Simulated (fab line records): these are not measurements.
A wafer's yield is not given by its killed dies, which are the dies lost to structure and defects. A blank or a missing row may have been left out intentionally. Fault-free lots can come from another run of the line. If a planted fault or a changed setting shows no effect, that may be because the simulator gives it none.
What tool caused it? -- flow sky130 -- Sampling: 15 lots, 45 wafers, 2 of 708 route steps

== WHAT EACH GAUGE READ, for each wafer ==
Not one reading of a measure or inspect step in the record can be checked against a usual standard deviation.

== WHAT TOOL EACH LOT RAN ON (gives the tool, then ch and the chambers of the sampled wafers, and finally the start) ==
lot,SKY_LDD_LDN_STRIP_12,SKY_PAD_OPEN_PROBE_99
L408,"plasma-asher-03 ch 0,1, day 22 06:10","prober-01, day 44 21:59"
L409,"plasma-asher-03 ch 0,1, day 22 15:29","prober-02, day 45 08:13"
L410,"plasma-asher-04 ch 0,1, day 23 07:32","prober-01, day 45 17:05"
L411,"plasma-asher-04 ch 0,1, day 23 15:26","prober-02, day 45 20:10"
L413,"plasma-asher-03 ch 0,1, day 24 07:28","prober-02, day 46 08:19"
L414,"plasma-asher-04 ch 0,1, day 24 22:16","prober-01, day 46 17:23"
L415,"plasma-asher-04 ch 0,1, day 25 03:40","prober-02, day 46 23:00"
L420,"plasma-asher-04 ch 0,1, day 27 12:43","prober-01, day 48 11:46"
L423,"plasma-asher-04 ch 0,1, day 28 09:32","prober-02, day 49 04:34"
L424,"plasma-asher-04 ch 0,1, day 28 20:31","prober-01, day 49 06:42"
L427,"plasma-asher-03 ch 0,1, day 29 12:50","prober-02, day 49 22:19"
L428,"plasma-asher-01 ch 0,1, day 29 22:47","prober-01, day 50 01:20"
L429,"plasma-asher-03 ch 0,1, day 30 11:02","prober-02, day 50 10:32"
L430,"plasma-asher-04 ch 0,1, day 30 11:08","prober-01, day 50 11:43"
L431,"plasma-asher-03 ch 0,1, day 30 14:29","prober-02, day 50 12:38"
- SKY_LDD_LDN_STRIP_12: strips in O2/N2.
- SKY_PAD_OPEN_PROBE_99

== WHAT THE TOOLS THEMSELVES READ (means of the sampled wafers that have a number; where no wafer has one, the mark that the record gives instead) ==
SKY_LDD_LDN_STRIP_12.
lot,tool,chamber-pressure-mTorr (mTorr),drypump-motor-current-A (A),oes-product-au (a.u.),strip-time-to-endpoint-s (s)
L408,plasma-asher-03,1499.8,6.7,0.718,14.14
L409,plasma-asher-03,1500.5,6.8,0.715,14.14
L410,plasma-asher-04,1501.1,5.7,0.715,14.15
L411,plasma-asher-04,1500.1,5.9,0.714,14.19
L413,plasma-asher-03,-,-,-,-
L414,plasma-asher-04,-,-,-,-
L415,plasma-asher-04,-,-,-,-
L420,plasma-asher-04,1500.7,5.9,0.715,14.13
L423,plasma-asher-04,1500.4,5.9,0.715,14.20
L424,plasma-asher-04,1501.6,5.9,0.721,14.10
L427,plasma-asher-03,1500.8,6.7,0.712,14.19
L428,plasma-asher-01,1500.1,5.8,0.718,14.23
L429,plasma-asher-03,1498.4,6.7,0.718,14.16
L430,plasma-asher-04,1500.6,5.7,0.717,14.19
L431,plasma-asher-03,1500.9,6.7,0.719,14.21

SKY_PAD_OPEN_PROBE_99.
lot,tool,killed_at_M0_to_M3,killed_at_M4_up,killed-at-contacts,killed-at-front-end,killed-at-other,killed-dies,killed-on-rim,killed-open,killed-short
L408,prober-01,47,3.0,23,19,0.3,92,18,52,40
L409,prober-02,45,4.3,25,16,0.3,91,20,47,44
L410,prober-01,58,3.0,23,12,0.3,96,22,57,39
L411,prober-02,37,1.7,24,22,1.0,85,17,47,38
L413,prober-02,44,5.3,19,424,0.0,492,96,46,32
L414,prober-01,41,2.0,24,425,0.7,492,96,46,46
L415,prober-02,42,1.7,26,423,0.0,492,96,49,39
L420,prober-01,35,4.0,25,17,0.0,81,14,40,41
L423,prober-02,42,2.0,22,12,0.3,78,12,40,38
L424,prober-01,46,2.7,26,16,0.0,91,15,53,38
L427,prober-02,48,1.7,19,14,0.7,84,21,50,34
L428,prober-01,40,3.0,29,22,0.3,93,18,53,41
L429,prober-02,41,3.7,24,17,0.3,86,17,49,37
L430,prober-01,48,2.0,25,14,0.0,89,17,51,38
L431,prober-02,42,3.7,23,16,0.0,84,17,50,34

== THE ANSWER, worked out from the rows above alone ==
Rule: the usual values come from the lots themselves. The widest of any qualifying gaps counts: lots, ordered by their means at a reading, are off when they make up no more than a third of the lots, leave a main group of 4 or more, and stand apart from it by 3 or more times the standard deviation of that group's means. A main group whose means are all the same, to the digits that the tables above print for the reading, isn't used. Also off: a lot with no number at a reading for which 4 or more lots have one. All remaining lots with rows at the step are treated as sound. Order of review: gauges by route order, followed by the tools' own readings, for which a lot's mean as printed above is used. At the first step where some lot is off, the reading lying furthest off is the one used; lots without a number count as furthest.
Off: L413, L414, L415, at SKY_LDD_LDN_STRIP_12 (chamber-pressure-mTorr). Without a number there: L413, L414, L415. Mean 1500.4 mTorr and standard deviation 0.76 in the main group.
A tool fits if, at that step or a process step before it, it ran every lot that is off, and no sound lot after the first of them. None of those tried fits.

== WHAT WAS PUT IN BY THE SIMULATOR ==
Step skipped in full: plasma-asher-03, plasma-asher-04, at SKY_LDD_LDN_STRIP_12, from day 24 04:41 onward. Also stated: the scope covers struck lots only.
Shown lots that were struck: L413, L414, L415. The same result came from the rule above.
